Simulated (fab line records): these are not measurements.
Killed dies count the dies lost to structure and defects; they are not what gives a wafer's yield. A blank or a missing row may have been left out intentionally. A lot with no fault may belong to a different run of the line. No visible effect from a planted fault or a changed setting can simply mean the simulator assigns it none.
What tool caused it? ; flow gf180mcu ; Sampling: 6 lots, 18 wafers, 3 of 602 route steps

## WHAT THE GAUGES READ, wafer by wafer
GF_PSD_RS_MEAS_14: the measuring method here is four-point-probe.
lot;measured;on;NSD_RS (ohm/sq)
L537;day 15 22:48;film metro-02;46.20 46.28 46.16
L542;day 17 05:01;film metro-02;46.19 46.12 46.05
L546;day 18 20:03;film metro-01;49.59 49.45 49.55
L551;day 20 11:28;film metro-04;46.20 46.27 46.22
L553;day 21 07:29;film metro-04;45.98 46.07 46.05
L556;day 22 06:18;film metro-01;46.27 46.19 46.15

## TOOL THAT RAN EACH LOT (tool first, then ch and the chambers of the sampled wafers, then the start)
lot;GF_HV_LDD_STRIP_22;GF_PSD_RTA_13
L537;plasma asher-02 ch 0,1, day 12 07:39;rtp anneal-02 ch 0, day 15 22:43
L542;plasma asher-01 ch 0,1, day 13 11:25;rtp anneal-02 ch 0, day 17 04:56
L546;plasma asher-01 ch 0,1, day 14 21:01;rtp anneal-02 ch 0, day 18 19:58
L551;plasma asher-01 ch 1, day 16 08:22;rtp anneal-01 ch 0, day 20 11:22
L553;plasma asher-01 ch 0,1, day 17 03:40;rtp anneal-01 ch 0, day 21 07:24
L556;plasma asher-02 ch 0,1, day 18 01:55;rtp anneal-01 ch 0, day 22 06:13
- GF_HV_LDD_STRIP_22: strips in O2/N2.
- GF_PSD_RTA_13: time 20 s.

## THE ANSWER, worked out from the rows above alone
Rule: the usual values come from the lots themselves. The widest of any qualifying gaps counts: lots, ordered by their means at a reading, are off when they make up no more than a third of the lots, leave a main group of 4 or more, and stand apart from it by 3 or more times the standard deviation of that group's means. If all means in a main group match to the digits the tables above print for the reading, that group is not used. Also off: a lot with no number at a reading for which 4 or more lots have one. The other lots that the step has rows for count as sound.
Off: L546, at GF_PSD_RS_MEAS_14 (NSD_RS). The main group has a mean of 46.16 ohm/sq with a standard deviation of 0.074.
If a tool, at a process step before that reading, ran all the lots that are off and no sound lot after the first of them, it fits. Those tools and the gauges at GF_PSD_RS_MEAS_14 are tried in the same way. One fits: rtp anneal-02 at GF_PSD_RTA_13. A fault onset in the window from L542 (day 17 04:56, its last sound lot) to L546 (day 18 19:58, its first lot off) fits.

## WHAT HAD BEEN PUT IN BY THE SIMULATOR
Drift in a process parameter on rtp anneal-02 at GF_PSD_RTA_13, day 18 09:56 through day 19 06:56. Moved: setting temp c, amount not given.
Struck lots among those shown: L546. The rule above found the same.
